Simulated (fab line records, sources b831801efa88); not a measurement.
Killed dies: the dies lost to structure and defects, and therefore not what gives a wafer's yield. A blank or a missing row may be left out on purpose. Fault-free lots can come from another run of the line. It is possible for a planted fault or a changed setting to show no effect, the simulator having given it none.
The tool behind it: which one? | flow sky130 | 27 wafers from 9 lots sampled at 3 of the route's 708 steps

WHAT EACH GAUGE READ, for each wafer
SKY_SD_N_OVL_MEAS_08.
lot  | measured     | on         | SD_N_OVL (nm)
L287 | day 28 18:08 | overlay-01 | 0.4 0.4 0.0
L289 | day 29 11:49 | overlay-01 | 0.5 2.5 -1.0
L286 | day 29 12:14 | overlay-02 | 0.1 0.2 -1.2
L288 | day 29 12:59 | overlay-01 | 3.0 3.2 2.2
L290 | day 29 14:23 | overlay-02 | 1.2 -0.4 1.7
L296 | day 31 09:50 | overlay-01 | 214.0 213.3 213.4
L295 | day 31 10:44 | overlay-02 | 213.6 212.7 213.2
L301 | day 33 22:35 | overlay-01 | 2.0 1.8 1.1
L303 | day 34 09:53 | overlay-01 | 2.1 3.4 3.6

EACH LOT AND THE TOOL THAT RAN IT (in order: tool; ch and the chambers of the sampled wafers; start)
lot  | SKY_POLY_CUT_STRIP_12                | SKY_SD_N_EXPOSE_04
L287 | plasma-asher-03 ch 0,1, day 25 03:14 | iline-stepper-01 ch 0, day 28 03:29
L289 | plasma-asher-01 ch 0,1, day 25 22:21 | iline-stepper-02 ch 0, day 28 21:29
L286 | plasma-asher-01 ch 0,1, day 25 22:49 | iline-stepper-01 ch 0, day 28 21:46
L288 | plasma-asher-02 ch 0,1, day 25 22:50 | iline-stepper-02 ch 0, day 28 22:56
L290 | plasma-asher-03 ch 0,1, day 25 23:57 | iline-stepper-02 ch 0, day 29 00:17
L296 | plasma-asher-03 ch 0,1, day 27 21:48 | iline-stepper-02 ch 0, day 30 20:05
L295 | plasma-asher-02 ch 0,1, day 27 21:52 | iline-stepper-02 ch 0, day 30 20:53
L301 | plasma-asher-03 ch 0,1, day 30 13:56 | iline-stepper-01 ch 0, day 33 09:56
L303 | plasma-asher-02 ch 0,1, day 30 23:41 | iline-stepper-01 ch 0, day 33 20:26
- SKY_POLY_CUT_STRIP_12: strips in O2/N2.
- SKY_SD_N_EXPOSE_04: exposes mask NSDM, target cd 380 nm.

THE ANSWER, worked out from the rows above alone
Rule: what is usual is taken from the lots themselves. Put in order of their means at a reading, lots are off if they are a third of the lots or fewer, leave a main group of 4 or more, and stand apart from it by a gap of 3 or more times the standard deviation of the main group's means; of several such gaps the widest counts. A main group is skipped when, at the precision printed for the reading in the tables above, its means are all equal. A lot without any number at a reading at which 4 lots or more have one is off too. Any other lot the step has rows for is counted as sound.
Off: at SKY_SD_N_OVL_MEAS_08 (SD_N_OVL), L296, L295. For the main group the mean is 1.3 nm and the standard deviation 1.2.
If a tool, at a process step before that reading, ran all the lots that are off and no sound lot after the first of them, it fits. The gauges at SKY_SD_N_OVL_MEAS_08 are tried like those tools. One fits: iline-stepper-02 at SKY_SD_N_EXPOSE_04. A fault onset in the window from L290 (day 29 00:17, its last sound lot) to L296 (day 30 20:05, its first lot off) fits.

WHAT THE SIMULATOR PUT IN
Scanner matching overlay: iline-stepper-02, from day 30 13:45 on, at SKY_SD_N_EXPOSE_04. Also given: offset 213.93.
Lots struck among those shown: L296, L295. This agrees with what the rule above found.
